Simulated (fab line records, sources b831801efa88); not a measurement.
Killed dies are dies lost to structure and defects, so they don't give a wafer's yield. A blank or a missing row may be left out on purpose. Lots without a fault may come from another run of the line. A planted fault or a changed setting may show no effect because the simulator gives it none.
Which tool did it? | flow sky130 | 13 lots, 39 wafers sampled, at 7 steps of a route of 708

WHAT THE GAUGES READ, wafer by wafer
SKY_VT_ADJUST_HVTP_CD_MEAS_07: target cd 380 nm. Usual: cd_nm 380.8 nm, standard deviation 2.2.
lot  | measured     | on        | cd_nm (nm)        | flag
L328 | day 6 02:26  | cd_sem-02 | 382.1 379.4 379.4 |
L329 | day 6 10:35  | cd_sem-01 | 381.5 383.4 381.2 |
L330 | day 6 18:10  | cd_sem-02 | 379.0 380.0 382.5 |
L332 | day 7 02:40  | cd_sem-02 | - - -             | OFF
L335 | day 8 02:29  | cd_sem-02 | 380.7 383.1 383.1 |
L340 | day 9 05:13  | cd_sem-01 | 379.1 377.5 379.3 |
L342 | day 9 17:03  | cd_sem-02 | 377.1 377.3 375.1 |
L344 | day 10 07:19 | cd_sem-02 | 379.0 381.0 379.7 |
L345 | day 10 13:17 | cd_sem-02 | 379.8 378.8 382.0 |
L347 | day 11 02:22 | cd_sem-01 | 376.3 376.9 377.9 |
L348 | day 11 05:47 | cd_sem-02 | 383.7 383.5 383.2 |
L349 | day 11 17:37 | cd_sem-01 | 379.9 379.4 379.4 |
L350 | day 12 04:07 | cd_sem-01 | 376.2 375.7 377.8 |

SKY_VT_ADJUST_HVTP_TW_MEAS_11. Usual: VT_ADJUST_HVTP_TW 1359, standard deviation 12.
lot  | measured     | on            | VT_ADJUST_HVTP_TW | flag
L328 | day 6 02:49  | film_metro-01 | 1373 1365 1373    |
L329 | day 6 10:58  | film_metro-02 | 1362 1358 1364    |
L330 | day 6 18:34  | film_metro-03 | 1342 1346 1348    |
L332 | day 7 03:04  | film_metro-02 | 30 30 30          | OFF
L335 | day 8 02:52  | film_metro-02 | 1368 1368 1371    |
L340 | day 9 05:37  | film_metro-01 | 1362 1365 1357    |
L342 | day 9 17:26  | film_metro-02 | 1374 1369 1369    |
L344 | day 10 07:43 | film_metro-03 | 1347 1350 1346    |
L345 | day 10 13:41 | film_metro-01 | 1370 1372 1380    |
L347 | day 11 02:46 | film_metro-03 | 1342 1343 1342    |
L348 | day 11 06:10 | film_metro-02 | 1366 1366 1356    |
L349 | day 11 17:59 | film_metro-02 | 1362 1364 1359    |
L350 | day 12 04:31 | film_metro-02 | 1363 1358 1361    |

SKY_VT_ADJUST_LVTN_TW_MEAS_21. Usual: VT_ADJUST_LVTN_2_TW 188.8, standard deviation 1.5.
lot  | measured     | on            | VT_ADJUST_LVTN_2_TW  | flag
L328 | day 7 17:11  | film_metro-01 | 190.5 189.0 190.0    |
L329 | day 8 02:37  | film_metro-01 | 189.5 190.4 189.3    |
L330 | day 8 12:07  | film_metro-04 | 189.2 189.5 189.9    |
L332 | day 8 19:29  | film_metro-01 | 1363.8 1368.2 1366.5 | OFF
L335 | day 9 21:19  | film_metro-01 | 189.2 189.7 188.2    |
L340 | day 11 03:16 | film_metro-04 | 188.5 188.8 189.0    |
L342 | day 11 16:34 | film_metro-04 | 189.2 187.7 188.6    |
L344 | day 12 08:20 | film_metro-04 | 189.3 190.2 188.3    |
L345 | day 12 14:17 | film_metro-01 | 189.6 187.5 188.3    |
L347 | day 13 04:08 | film_metro-01 | 189.8 188.1 188.6    |
L348 | day 13 07:21 | film_metro-01 | 188.8 188.1 188.8    |
L349 | day 13 19:32 | film_metro-01 | 189.8 189.3 189.5    |
L350 | day 14 07:41 | film_metro-03 | 186.0 186.1 186.4    |

WHICH TOOL RAN EACH LOT (tool, then ch and the chambers of the sampled wafers, then the start)
lot  | SKY_PWDE_STRIP_09                   | SKY_NWELL_RTA_28                 | SKY_VT_ADJUST_HVTP_EXPOSE_04        | SKY_VT_ADJUST_HVTP_STRIP_10
L328 | plasma_asher-01 ch 0,1, day 3 22:22 | rtp_anneal-02 ch 0, day 5 08:29  | iline_stepper-02 ch 0, day 5 17:38  | plasma_asher-03 ch 0, day 6 02:43
L329 | plasma_asher-02 ch 1, day 4 05:57   | rtp_anneal-02 ch 0, day 5 15:43  | iline_stepper-01 ch 0, day 6 01:34  | plasma_asher-01 ch 0,1, day 6 10:52
L330 | plasma_asher-04 ch 0,1, day 4 12:12 | rtp_anneal-02 ch 0, day 6 00:09  | iline_stepper-01 ch 0, day 6 09:10  | plasma_asher-03 ch 0,1, day 6 18:28
L332 | plasma_asher-01 ch 0,1, day 4 19:01 | rtp_anneal-01 ch 0, day 6 07:57  | iline_stepper-02 ch 0, day 6 17:11  | plasma_asher-01 ch 0,1, day 7 02:58
L335 | plasma_asher-02 ch 0,1, day 5 15:47 | rtp_anneal-02 ch 0, day 7 06:10  | iline_stepper-02 ch 0, day 7 17:02  | plasma_asher-04 ch 0,1, day 8 02:46
L340 | plasma_asher-01 ch 0,1, day 6 14:37 | rtp_anneal-02 ch 0, day 8 07:17  | iline_stepper-01 ch 0, day 8 18:50  | plasma_asher-04 ch 0,1, day 9 05:31
L342 | plasma_asher-01 ch 0,1, day 7 02:35 | rtp_anneal-01 ch 0, day 8 19:14  | iline_stepper-01 ch 0, day 9 06:26  | plasma_asher-01 ch 0,1, day 9 17:20
L344 | plasma_asher-02 ch 0,1, day 7 14:21 | rtp_anneal-01 ch 0, day 9 08:42  | iline_stepper-01 ch 0, day 9 19:55  | plasma_asher-04 ch 0,1, day 10 07:37
L345 | plasma_asher-02 ch 0,1, day 7 20:15 | rtp_anneal-02 ch 0, day 9 14:48  | iline_stepper-02 ch 0, day 10 02:12 | plasma_asher-03 ch 0,1, day 10 13:34
L347 | plasma_asher-01 ch 0,1, day 8 06:49 | rtp_anneal-01 ch 0, day 10 02:48 | iline_stepper-02 ch 0, day 10 14:46 | plasma_asher-03 ch 0, day 11 02:40
L348 | plasma_asher-02 ch 0,1, day 8 09:56 | rtp_anneal-02 ch 0, day 10 05:55 | iline_stepper-01 ch 0, day 10 18:12 | plasma_asher-01 ch 0,1, day 11 06:04
L349 | plasma_asher-01 ch 0,1, day 8 18:57 | rtp_anneal-01 ch 0, day 10 17:15 | iline_stepper-02 ch 0, day 11 05:38 | plasma_asher-04 ch 0,1, day 11 17:54
L350 | plasma_asher-01 ch 0,1, day 9 05:05 | rtp_anneal-02 ch 0, day 11 03:06 | iline_stepper-02 ch 0, day 11 15:43 | plasma_asher-04 ch 0,1, day 12 04:25
- SKY_PWDE_STRIP_09: strips in O2/N2.
- SKY_NWELL_RTA_28: time 30 s.
- SKY_VT_ADJUST_HVTP_EXPOSE_04: exposes mask HVTPM, target cd 380 nm.
- SKY_VT_ADJUST_HVTP_STRIP_10: strips in O2/N2.

WHAT THE TOOLS THEMSELVES READ (means of the sampled wafers that have a number; where no wafer has one, the mark that the record gives instead)
SKY_PWDE_STRIP_09. Usual: drypump_motor_current_A 5.6 A, standard deviation 0.42; n2_flow_sccm 300.1 sccm, standard deviation 0.83; oes_product_au 0.722 a.u., standard deviation 0.0047; strip_time_to_endpoint_s 36.93 s, standard deviation 0.11.
lot  | tool            | drypump_motor_current_A (A) | n2_flow_sccm (sccm) | oes_product_au (a.u.) | strip_time_to_endpoint_s (s) | flag
L328 | plasma_asher-01 | 5.6                         | 299.2               | 0.722                 | 36.91                        |
L329 | plasma_asher-02 | 5.0                         | 300.8               | 0.725                 | 36.95                        |
L330 | plasma_asher-04 | 5.3                         | 300.3               | 0.723                 | 36.92                        |
L332 | plasma_asher-01 | 5.7                         | 299.6               | 0.722                 | 37.08                        |
L335 | plasma_asher-02 | 5.6                         | 299.7               | 0.721                 | 37.05                        |
L340 | plasma_asher-01 | 5.6                         | 299.6               | 0.722                 | 36.94                        |
L342 | plasma_asher-01 | 5.6                         | 299.5               | 0.719                 | 37.04                        |
L344 | plasma_asher-02 | 5.3                         | 300.3               | 0.726                 | 36.95                        |
L345 | plasma_asher-02 | 5.3                         | 299.9               | 0.720                 | 36.92                        |
L347 | plasma_asher-01 | 5.7                         | 299.9               | 0.725                 | 36.91                        |
L348 | plasma_asher-02 | 5.6                         | 300.2               | 0.722                 | 37.01                        |
L349 | plasma_asher-01 | 5.7                         | 299.4               | 0.721                 | 36.84                        |
L350 | plasma_asher-01 | 5.7                         | 300.6               | 0.718                 | 37.02                        |

SKY_NWELL_RTA_28. Usual: lamp_power_pct 25.31 %, standard deviation 0.052; ramp_up_c_per_s 150.00, standard deviation 0.03; wafer_temp_C_max 1054.8, standard deviation 0.94.
lot  | tool          | lamp_power_pct (%) | ramp_up_c_per_s | wafer_temp_C_max | flag
L328 | rtp_anneal-02 | 25.36              | 150.02          | 1055.4           |
L329 | rtp_anneal-02 | 25.27              | 150.01          | 1054.2           |
L330 | rtp_anneal-02 | 25.30              | 149.95          | 1055.5           |
L332 | rtp_anneal-01 | 25.35              | 149.98          | 1055.0           |
L335 | rtp_anneal-02 | 25.33              | 150.03          | 1054.7           |
L340 | rtp_anneal-02 | 25.31              | 150.00          | 1054.2           |
L342 | rtp_anneal-01 | 25.32              | 150.01          | 1055.0           |
L344 | rtp_anneal-01 | 25.30              | 149.99          | 1054.3           |
L345 | rtp_anneal-02 | 25.31              | 150.00          | 1055.1           |
L347 | rtp_anneal-01 | 25.36              | 149.99          | 1054.5           |
L348 | rtp_anneal-02 | 25.28              | 150.01          | 1054.1           |
L349 | rtp_anneal-01 | 25.33              | 149.99          | 1053.9           |
L350 | rtp_anneal-02 | 25.31              | 150.00          | 1055.3           |

SKY_VT_ADJUST_HVTP_STRIP_10. Usual: drypump_motor_current_A 5.5 A, standard deviation 0.46; n2_flow_sccm 300.1 sccm, standard deviation 0.89; oes_product_au 0.716 a.u., standard deviation 0.0045; strip_time_to_endpoint_s 14.18 s, standard deviation 0.034.
lot  | tool            | drypump_motor_current_A (A) | n2_flow_sccm (sccm) | oes_product_au (a.u.) | strip_time_to_endpoint_s (s) | flag
L328 | plasma_asher-03 | 4.9                         | 300.7               | 0.718                 | 14.14                        |
L329 | plasma_asher-01 | 5.6                         | 300.2               | 0.708                 | 14.14                        |
L330 | plasma_asher-03 | 5.4                         | 300.5               | 0.714                 | 14.20                        |
L332 | plasma_asher-01 | 5.6                         | 300.1               | 0.715                 | 14.20                        |
L335 | plasma_asher-04 | 5.3                         | 300.7               | 0.721                 | 14.19                        |
L340 | plasma_asher-04 | 5.7                         | 300.8               | 0.715                 | 14.21                        |
L342 | plasma_asher-01 | 5.6                         | 299.9               | 0.714                 | 14.21                        |
L344 | plasma_asher-04 | 5.7                         | 299.6               | 0.719                 | 14.17                        |
L345 | plasma_asher-03 | 5.4                         | 301.0               | 0.711                 | 14.15                        |
L347 | plasma_asher-03 | 4.9                         | 301.2               | 0.713                 | 14.20                        |
L348 | plasma_asher-01 | 5.7                         | 300.3               | 0.716                 | 14.20                        |
L349 | plasma_asher-04 | 5.7                         | 299.8               | 0.717                 | 14.19                        |
L350 | plasma_asher-04 | 5.8                         | 299.4               | 0.715                 | 14.20                        |

THE ANSWER, worked out from the rows above alone
Rule: a lot is off if the mean of its wafers that have a number lies more than 3 standard deviations from the usual mean. A lot without any number at a reading at which 4 lots or more have one is off too. The other lots that the step has rows for count as sound. The gauges are gone through in route order, then the tools' own readings, and for those a lot's mean is taken as printed above. The first step at which some lot is off is used, and at that step the reading that is off furthest; a lot without a number counts as furthest.
Off: L332, at SKY_VT_ADJUST_HVTP_CD_MEAS_07 (cd_nm). Without a number there: L332.
A tool fits if, at a process step before that reading, it ran every lot that is off, and no sound lot after the first of them. The gauges at SKY_VT_ADJUST_HVTP_CD_MEAS_07 aren't tried: what is off there is off at SKY_VT_ADJUST_HVTP_TW_MEAS_11 too, on other tools, and a gauge's error can't cause that. None of those tried fits.

WHAT THE SIMULATOR HAD PUT IN
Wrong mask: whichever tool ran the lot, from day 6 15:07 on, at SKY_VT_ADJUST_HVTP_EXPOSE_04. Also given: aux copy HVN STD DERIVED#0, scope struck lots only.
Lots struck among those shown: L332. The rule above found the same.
